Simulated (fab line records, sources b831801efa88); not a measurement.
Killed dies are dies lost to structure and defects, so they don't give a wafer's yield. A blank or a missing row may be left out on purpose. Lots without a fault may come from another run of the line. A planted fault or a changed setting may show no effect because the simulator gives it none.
Which tool did it? | flow gf180mcu | 13 lots, 39 wafers sampled, at 4 steps of a route of 602

WHAT THE GAUGES READ, wafer by wafer
GF_V1_RS_MEAS_24: measures by four-point-probe.
lot  | measured     | on            | V1_W_RS (ohm/sq)
L524 | day 19 03:47 | film_metro-01 | 0.329 0.326 0.327
L526 | day 19 09:51 | film_metro-03 | 0.331 0.325 0.329
L527 | day 20 02:36 | film_metro-03 | 0.331 0.333 0.330
L529 | day 21 02:23 | film_metro-04 | 0.327 0.322 0.327
L531 | day 21 10:11 | film_metro-04 | 0.327 0.322 0.324
L539 | day 24 00:33 | film_metro-03 | 0.334 0.331 0.329
L540 | day 24 10:27 | film_metro-03 | 0.329 0.333 0.324
L541 | day 24 13:47 | film_metro-04 | 0.325 0.329 0.326
L542 | day 24 19:16 | film_metro-04 | 0.332 0.334 0.334
L543 | day 25 05:01 | film_metro-01 | 0.331 0.330 0.331
L544 | day 25 14:39 | film_metro-04 | 0.324 0.328 0.326
L545 | day 25 17:48 | film_metro-03 | 0.325 0.324 0.327
L546 | day 25 21:41 | film_metro-03 | 0.327 0.324 0.326

GF_M2_RS_MEAS_05: measures by four-point-probe.
lot  | measured     | on            | M2_ALCU_RS (ohm/sq)
L524 | day 19 04:29 | film_metro-03 | 0.0703 0.0699 0.0699
L526 | day 19 10:33 | film_metro-04 | 0.0693 0.0700 0.0700
L527 | day 20 03:18 | film_metro-04 | 0.0697 0.0704 0.0705
L529 | day 21 03:05 | film_metro-03 | 0.0689 0.0712 0.0704
L531 | day 21 10:55 | film_metro-03 | 0.0702 0.0702 0.0704
L539 | day 24 01:15 | film_metro-04 | 0.0668 0.0685 0.0690
L540 | day 24 11:09 | film_metro-04 | 0.0685 0.0701 0.0698
L541 | day 24 14:29 | film_metro-03 | 0.0684 0.0695 0.0705
L542 | day 24 19:58 | film_metro-02 | 0.0709 0.0691 0.0707
L543 | day 25 05:43 | film_metro-03 | 0.0700 0.0691 0.0689
L544 | day 25 15:23 | film_metro-03 | 0.0716 0.0707 0.0708
L545 | day 25 18:30 | film_metro-03 | 0.0707 0.0696 0.0695
L546 | day 25 22:23 | film_metro-02 | 0.0707 0.0698 0.0695

WHICH TOOL RAN EACH LOT (tool, then ch and the chambers of the sampled wafers, then the start)
lot  | GF_V1_SPUTTER_22             | GF_V1_CMP_26
L524 | pvd_sputter-02, day 19 03:36 | cmp-02 ch 0,1, day 19 03:56
L526 | pvd_sputter-02, day 19 09:42 | cmp-01 ch 0,1,2, day 19 10:02
L527 | pvd_sputter-02, day 20 02:27 | cmp-01 ch 0,1,3, day 20 02:47
L529 | pvd_sputter-02, day 21 02:11 | cmp-01 ch 1,2, day 21 02:35
L531 | pvd_sputter-02, day 21 10:02 | cmp-01 ch 1,2,3, day 21 10:22
L539 | pvd_sputter-02, day 24 00:24 | cmp-01 ch 0,2,3, day 24 00:44
L540 | pvd_sputter-01, day 24 10:18 | cmp-01 ch 0,1, day 24 10:38
L541 | pvd_sputter-04, day 24 13:35 | cmp-02 ch 0,2,3, day 24 14:01
L542 | pvd_sputter-04, day 24 19:07 | cmp-01 ch 0,3, day 24 19:29
L543 | pvd_sputter-04, day 25 04:52 | cmp-02 ch 0,2,3, day 25 05:14
L544 | pvd_sputter-02, day 25 14:30 | cmp-01 ch 0,1,3, day 25 14:55
L545 | pvd_sputter-02, day 25 17:39 | cmp-02 ch 0,1,3, day 25 17:59
L546 | pvd_sputter-02, day 25 21:30 | cmp-02 ch 0,1, day 25 21:50
- GF_V1_SPUTTER_22: material TiN, target thk 10 nm, time 40 s.
- GF_V1_CMP_26: polishes, stops on SiO2, t overpolish 15 s, target thk 0 nm.

WHAT THE TOOLS THEMSELVES READ (means of the sampled wafers that have a number; where no wafer has one, the mark that the record gives instead)
GF_V1_SPUTTER_22.
lot  | tool           | cathode_dc_power_W (W) | throttle_valve_pct (%)
L524 | pvd_sputter-02 | 4000.9                 | 30.0
L526 | pvd_sputter-02 | 4000.2                 | 30.0
L527 | pvd_sputter-02 | 4000.1                 | 29.9
L529 | pvd_sputter-02 | 4080.9                 | 29.9
L531 | pvd_sputter-02 | 4080.5                 | 29.5
L539 | pvd_sputter-02 | 3999.1                 | 29.8
L540 | pvd_sputter-01 | 4000.2                 | 31.0
L541 | pvd_sputter-04 | 3999.5                 | 30.4
L542 | pvd_sputter-04 | 3999.8                 | 29.7
L543 | pvd_sputter-04 | 3999.9                 | 29.9
L544 | pvd_sputter-02 | 4000.4                 | 29.2
L545 | pvd_sputter-02 | 4000.8                 | 29.9
L546 | pvd_sputter-02 | 3999.7                 | 29.7

GF_V1_CMP_26.
lot  | tool   | motor_current_A (A)
L524 | cmp-02 | 11.0
L526 | cmp-01 | 10.7
L527 | cmp-01 | 9.7
L529 | cmp-01 | 10.2
L531 | cmp-01 | 10.4
L539 | cmp-01 | 10.3
L540 | cmp-01 | 9.9
L541 | cmp-02 | 12.0
L542 | cmp-01 | 9.7
L543 | cmp-02 | 12.2
L544 | cmp-01 | 9.9
L545 | cmp-02 | 11.4
L546 | cmp-02 | 10.9

THE ANSWER, worked out from the rows above alone
Rule: what is usual is taken from the lots themselves. Put in order of their means at a reading, lots are off if they are a third of the lots or fewer, leave a main group of 4 or more, and stand apart from it by a gap of 3 or more times the standard deviation of the main group's means; of several such gaps the widest counts. A main group whose means are all the same, to the digits that the tables above print for the reading, isn't used. A lot without any number at a reading at which 4 lots or more have one is off too. The other lots that the step has rows for count as sound. The gauges are gone through in route order, then the tools' own readings, and for those a lot's mean is taken as printed above. The first step at which some lot is off is used, and at that step the reading that is off furthest; a lot without a number counts as furthest.
Off: L529, L531, at GF_V1_SPUTTER_22 (cathode_dc_power_W). The main group: mean 4000.1 W, standard deviation 0.51.
A tool fits if, at that step or a process step before it, it ran every lot that is off, and no sound lot after the first of them. None of those tried fits.

WHAT THE SIMULATOR HAD PUT IN
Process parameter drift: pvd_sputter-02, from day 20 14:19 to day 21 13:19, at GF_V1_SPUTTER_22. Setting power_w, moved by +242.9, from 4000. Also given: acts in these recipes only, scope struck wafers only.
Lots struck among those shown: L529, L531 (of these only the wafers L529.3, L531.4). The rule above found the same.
